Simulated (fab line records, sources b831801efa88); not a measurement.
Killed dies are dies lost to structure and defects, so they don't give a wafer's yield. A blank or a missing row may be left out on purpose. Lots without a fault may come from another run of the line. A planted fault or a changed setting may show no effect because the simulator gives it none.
Chamber matching | flow sky130 | SKY_FIELD_ISO_CMP_27 on cmp-02: 4 sister chambers
The step polishes, stops on Si3N4, t overpolish 16 s, target thk 457.8 nm. 4 wafers are shown with their chamber, then 7 later ones without.

WAFERS WITH THEIR CHAMBER
wafer  | chamber | motor_current_A (A)
L354.1 | 2       | 12.2
L361.1 | 0       | 11.3
L362.1 | 1       | 13.1
L362.2 | 3       | 10.3

WAFERS WITHOUT THEIR CHAMBER
wafer  | motor_current_A (A)
L362.4 | 11.6
L363.1 | 13.0
L363.3 | 10.1
L363.6 | 12.4
L365.2 | 11.4
L365.3 | 12.3
L365.4 | 12.0

WHICH CHAMBER EACH WENT THROUGH
wafer  | from the rows above     | in truth
L362.4 | can't be placed: 0 or 2 | 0
L363.1 | 1                       | 1
L363.3 | 3                       | 3
L363.6 | 2                       | 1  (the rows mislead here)
L365.2 | 0                       | 0
L365.3 | 2                       | 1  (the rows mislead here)
L365.4 | 2                       | 2
Placed correctly: 4 of 7. Can't be placed from these rows: 1 (the true chamber is among the candidates in 1). Placed wrongly: 2.
How it was worked out, from the rows above alone: a wafer's distance from a chamber is the root of the sum, over the readings, of the square of ((its reading less the chamber's mean) divided by the reading's scatter). The wafer belongs to the nearest chamber; if the next one is less than 2 further off, it can't be placed. A chamber's mean is the mean of its shown wafers. The scatter: with one shown wafer a chamber, the root of the mean of the squares of how far each hidden wafer lies from its nearest shown one.
